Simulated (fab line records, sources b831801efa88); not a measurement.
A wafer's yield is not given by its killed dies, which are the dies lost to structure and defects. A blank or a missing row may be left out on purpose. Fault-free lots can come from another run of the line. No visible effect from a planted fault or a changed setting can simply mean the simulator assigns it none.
Comparing a struck lot with a sound one + flow sky130 + 15 out of 708 route steps
Sound: these wafers, L569.1, L569.2, L569.4. The struck wafers were L577.2, L577.4, L577.5. Last of all comes the cause.
Order at every step that has rows: each side's tool, ch and its chambers, its first start. Under that, the readings that differ: sound wafers + struck wafers + difference of the means + sigmas: that difference in standard deviations of wafers without a fault.
alike: a reading whose means differ by less than 2 such deviations, as well as words and numbers matching on both sides. not compared: withheld readings; readings where some wafer has no value; bounds like >300 that might hide an equal value; numbers whose values overlap and for which the record gives no deviation.
The two part at a step that has a row with sigmas, a row that says differs or no value, or rows on one side only. Numbers that have no deviation but don't overlap get no sigmas and don't part them. A reading missing from all wafers of one side parts the sides only when that side holds two or more wafers.

first, 4 steps without rows for these wafers: SKY_VT_ADJUST_LVTN_SOFTBAKE_03; SKY_VT_ADJUST_LVTN_EXPOSE_04 (exposes mask NWM COMPLEMENT LESS NATIVE, target cd 840 nm); SKY_VT_ADJUST_LVTN_PEB_05; SKY_VT_ADJUST_LVTN_DEVELOP_06 (develop time 60 s).
SKY_VT_ADJUST_LVTN_OVL_MEAS_07:
  sound on overlay-02 at day 8 11:56; struck on overlay-01 at day 10 17:54
  alike: VT_ADJUST_LVTN_OVL
after that, 1 step had no rows for these wafers: SKY_VT_ADJUST_LVTN_IMPLANT_08.
SKY_VT_ADJUST_LVTN_STRIP_09: strips in O2/N2.
  sound on plasma_asher-04 ch 0,1, day 8 12:08; struck on plasma_asher-04 ch 0,1, day 10 18:05
  alike: drypump_motor_current_A, oes_product_au, strip_time_to_endpoint_s
  not compared: rf_hours_counter_h
SKY_VT_ADJUST_LVTN_TW_MEAS_10:
  sound on film_metro-01 at day 8 12:14; struck on film_metro-01 at day 10 18:11
  alike: VT_ADJUST_LVTN_TW
then, 4 steps without rows for these wafers: SKY_VT_ADJUST_LVTN_DEHYDRATE_11 (time 60 s); SKY_VT_ADJUST_LVTN_HMDS_12 (prime time 60 s); SKY_VT_ADJUST_LVTN_COAT_13 (resist thk 1140 nm); SKY_VT_ADJUST_LVTN_SOFTBAKE_14 (time 60 s).
SKY_VT_ADJUST_LVTN_EXPOSE_15: exposes mask HVN STD DERIVED, target cd 600 nm.
  sound on iline_stepper-01 ch 0, day 8 22:16; struck on iline_stepper-02 ch 0, day 11 06:19
| reading              | sound                | struck               | difference | sigmas |
|----------------------|----------------------|----------------------|------------|--------|
| exposure_dose_mJ_cm2 | 162.89 163.06 162.86 | 154.62 154.84 155.09 | -8.09      | -54    |
  alike: mask, reticle_temp_C
after that, 1 step had no rows for these wafers: SKY_VT_ADJUST_LVTN_PEB_16.
-- a jump in the record: the struck wafers' starts before and after are 39 days apart (it breaks off in module VT_ADJUST_LVTN and resumes in module PAD_OPEN, where the first step shown is number 708 of the route) --
SKY_PAD_OPEN_PROBE_99:
  sound on prober-02 at day 47 13:29; struck on prober-01 at day 49 21:22
  alike: killed_at_M0_to_M3, killed_at_M4_up, killed_at_contacts, killed_at_front_end, killed_at_other, killed_dies, killed_open, killed_short

## WHERE THEY PART
At SKY_VT_ADJUST_LVTN_EXPOSE_15 and nowhere else, as far as this record goes. Later steps at which nothing parts them and some readings are alike: SKY_PAD_OPEN_PROBE_99.

WHY: what had been put in by the simulator
Process parameters drifting: iline_stepper-02 at SKY_VT_ADJUST_LVTN_EXPOSE_15, beginning at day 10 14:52. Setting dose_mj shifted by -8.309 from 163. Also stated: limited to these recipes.
